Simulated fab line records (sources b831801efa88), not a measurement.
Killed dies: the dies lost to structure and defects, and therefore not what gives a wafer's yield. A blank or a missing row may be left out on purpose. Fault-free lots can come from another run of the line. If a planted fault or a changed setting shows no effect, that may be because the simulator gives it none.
Chamber matching    flow gf180mcu    GF_POLY_GATE_ETCH_13 on rie-si-02: 4 sister chambers
The step etches poly-Si in HBr/Cl2, stops on SiO2, target depth 198.5 nm, time 69.6 s. 22 wafers are shown with their chamber, then 11 later ones without.

== WAFERS WITH THEIR CHAMBER ==
wafer   chamber  drypump-motor-current-A (A)  oes-product-au (a.u.)  throttle-valve-pct (%)
L614.1  2        5.5                          0.991                  33.694
L614.3  3        4.8                          0.998                  33.690
L614.4  2        5.5                          0.995                  33.696
L615.4  2        5.5                          0.997                  33.662
L615.5  2        5.5                          0.993                  33.677
L615.6  1        5.9                          0.986                  33.687
L616.3  1        5.9                          1.002                  33.682
L616.4  2        5.5                          0.992                  33.651
L618.5  2        5.5                          0.993                  33.672
L626.4  2        5.5                          0.984                  33.674
L626.5  1        5.9                          0.992                  33.681
L626.6  0        5.4                          0.991                  33.669
L628.1  0        5.5                          0.997                  33.687
L628.5  3        4.8                          0.992                  33.683
L628.6  0        5.4                          0.996                  33.677
L630.1  2        5.5                          0.967                  33.683
L630.2  1        5.9                          0.982                  33.687
L630.4  3        4.8                          0.993                  33.678
L631.3  0        5.4                          0.994                  33.702
L631.5  3        4.8                          0.997                  33.673
L631.6  2        5.5                          0.985                  33.680
L633.1  1        5.9                          0.999                  33.679

SIGNATURES (averages over the wafers above)
reading                  chamber 0  chamber 1  chamber 2  chamber 3  scatter within a chamber
drypump-motor-current-A  5.425      5.900      5.500      4.800      0.0204
oes-product-au           0.99450    0.99220    0.98856    0.99500    0.00745
throttle-valve-pct       33.68375   33.68320   33.67656   33.68100   0.0117
Rule: for each reading, subtract the chamber's mean from the wafer's reading, divide by that reading's scatter and square the result; add these up over the readings and take the root, which gives the wafer's distance from the chamber. The wafer belongs to the nearest chamber; if the next one is less than 2 further off, it can't be placed. The scatter: take each reading less its chamber's mean, square it, sum over the shown wafers, divide by the number of wafers less the number of chambers, and take the root.

== WAFERS WITHOUT THEIR CHAMBER ==
wafer   drypump-motor-current-A (A)  oes-product-au (a.u.)  throttle-valve-pct (%)
L633.2  5.4                          0.997                  33.686
L633.4  4.8                          0.993                  33.688
L635.2  5.3                          1.008                  33.681
L635.5  5.5                          0.990                  33.680
L635.6  5.9                          0.998                  33.684
L636.3  5.4                          1.001                  33.695
L636.4  5.9                          1.003                  33.683
L636.5  4.8                          0.995                  33.699
L637.1  5.4                          0.992                  33.691
L637.2  4.8                          0.996                  33.701
L637.3  5.9                          1.001                  33.690

== THE CHAMBER EACH PASSED THROUGH ==
wafer   from the rows above  in truth
L633.2  0                    0
L633.4  3                    3
L635.2  0                    0
L635.5  2                    2
L635.6  1                    1
L636.3  0                    0
L636.4  1                    1
L636.5  3                    3
L637.1  0                    0
L637.2  3                    3
L637.3  1                    1
Correct placement for 11 of the 11. Can't be placed from these rows: 0. 0 placed wrongly.
